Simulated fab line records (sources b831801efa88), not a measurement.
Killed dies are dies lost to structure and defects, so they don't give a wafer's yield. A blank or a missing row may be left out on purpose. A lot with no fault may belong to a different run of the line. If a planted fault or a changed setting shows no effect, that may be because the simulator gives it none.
A struck lot beside a sound one    flow sky130    16 out of 708 route steps
Sound: these wafers, L807.1, L807.2, L807.6. Struck: wafer L805.6 (left out: L805.1, L805.3 of the same lot, which were not struck); the cause appears at the end.
Per side, at each step with rows, come the tool, then ch with its chambers, and then its first start. Under that, the readings that differ: sound wafers    struck wafers    difference of the means    sigmas: that difference in standard deviations of wafers without a fault.
alike: same words and numbers on both sides, and readings whose means sit less than 2 such deviations apart. not compared: any withheld reading, any reading some wafer has no value for, any bound like >300 that may hide the same value, and any number with overlapping values for which the record gives no deviation.
A row with sigmas, a row that says differs or no value, or rows on one side alone: a step with any of these is where the two part. Numbers that don't overlap but have no deviation are shown without sigmas and don't part them. Lack of a reading on every wafer of one side parts them only where that side has two or more wafers.

first, 2 steps without rows for these wafers: SKY_METAL3_PEB_11; SKY_METAL3_DEVELOP_12 (develop time 60 s).
SKY_METAL3_CD_MEAS_13: target cd 300 nm.
  sound on cd_sem-01, day 42 21:57; struck on cd_sem-01, day 42 01:05
  alike: cd_nm
SKY_METAL3_OVL_MEAS_14:
  sound on overlay-02, day 42 22:04; struck on overlay-02, day 42 01:13
  alike: METAL3_OVL
then, 1 step without rows for these wafers: SKY_METAL3_DESCUM_15 (chemistry O2, time 8 s).
SKY_METAL3_ETCH_16: etches BARC in N2/H2, stops on SiO2, time 88.2 s, target depth 60 nm.
  sound on rie_metal-03 ch 0,1, day 42 22:08; struck on rie_metal-01 ch 1, day 42 01:16
  alike: chamber_pressure_mTorr, drypump_motor_current_A, he_backside_leak_sccm, oes_product_au, throttle_valve_pct
  not compared: rf_hours_counter_h
SKY_METAL3_ETCH_17: etches SiO2 in C4F8/O2/Ar, stops on TiN, time 3.9 s, target depth 15 nm.
  sound on rie_diel-01 ch 0,2, day 42 22:14; struck on rie_diel-02 ch 2, day 42 01:22
  alike: chamber_pressure_mTorr, oes_product_au
  not compared: rf_hours_counter_h
SKY_METAL3_METAL_ETCH_18: etches the open film in Cl2/BCl3, stops on SiO2, target depth 845 nm, time 183.1 s.
  sound on rie_metal-02 ch 0,1, day 42 22:15; struck on rie_metal-02 ch 1, day 42 01:23
  alike: bcl3_flow_sccm, chamber_pressure_mTorr, drypump_motor_current_A, he_backside_leak_sccm, oes_product_au, throttle_valve_pct
  not compared: rf_hours_counter_h
SKY_METAL3_STRIP_19: strips in O2/N2.
  sound on plasma_asher-02 ch 0,1, day 42 22:26; struck on plasma_asher-02 ch 1, day 42 01:34
reading                         sound                 struck  difference  sigmas
chamber_pressure_mTorr (mTorr)  1500.3 1497.9 1497.9  1501.5  +2.8        +2
  alike: drypump_motor_current_A, oes_product_au, strip_time_to_endpoint_s
  not compared: rf_hours_counter_h
then, 3 steps without rows for these wafers: SKY_METAL3_STRIP_20 (strips in post etch residue remover, time 1200 s); SKY_METAL3_CLEAN_21 (cleans in IPA, time 180 s); SKY_METAL3_CLEAN_22 (cleans in O3/DIW).
SKY_VIA3_HDPCVD_00: deposits SiO2, target thk 1635 nm, time 261.3 s.
  sound on hdpcvd-02 ch 0,2, day 42 23:04; struck on hdpcvd-01 ch 1, day 42 02:15
reading                                   sound           struck  difference  sigmas
model.SiO2_of_VIA3_HDPCVD_00.thk_nm (nm)  1548 1559 1578  2383    +821        
SKY_VIA3_THK_MEAS_01:
  sound on film_metro-03, day 42 23:14; struck on film_metro-04, day 42 02:25
reading               sound           struck  difference  sigmas
VIA3_HDPCVD_THK (nm)  1548 1561 1577  2384    +822        +43
SKY_VIA3_CMP_02: polishes SiO2.
  sound on cmp-02 ch 0,2, day 42 23:17; struck on cmp-02 ch 1, day 42 02:28
  alike: motor_current_A, retaining_ring_pressure_frac
-- the record jumps here: 7 days lie between the struck wafers' starts before and after (it left off in module VIA3 and takes up again in module PAD_OPEN, whose first step shown is number 708 of the route) --
SKY_PAD_OPEN_PROBE_99:
  sound on prober-02, day 49 07:52; struck on prober-02, day 48 16:35
  alike: defect_limited_yield, killed_at_M0_to_M3, killed_at_M4_up, killed_at_contacts, killed_at_front_end, killed_at_other, killed_dies, killed_open, killed_short, sort_bin_3_pad_short, sort_bin_5_function, sort_bin_6_memory, sort_n_pass, sort_yield_pct

== WHERE THEY PART ==
First at SKY_METAL3_STRIP_19; last, within this record, at SKY_VIA3_THK_MEAS_01. Later steps at which nothing parts them and some readings are alike: SKY_VIA3_CMP_02, SKY_PAD_OPEN_PROBE_99.

WHY: the cause the simulator had injected
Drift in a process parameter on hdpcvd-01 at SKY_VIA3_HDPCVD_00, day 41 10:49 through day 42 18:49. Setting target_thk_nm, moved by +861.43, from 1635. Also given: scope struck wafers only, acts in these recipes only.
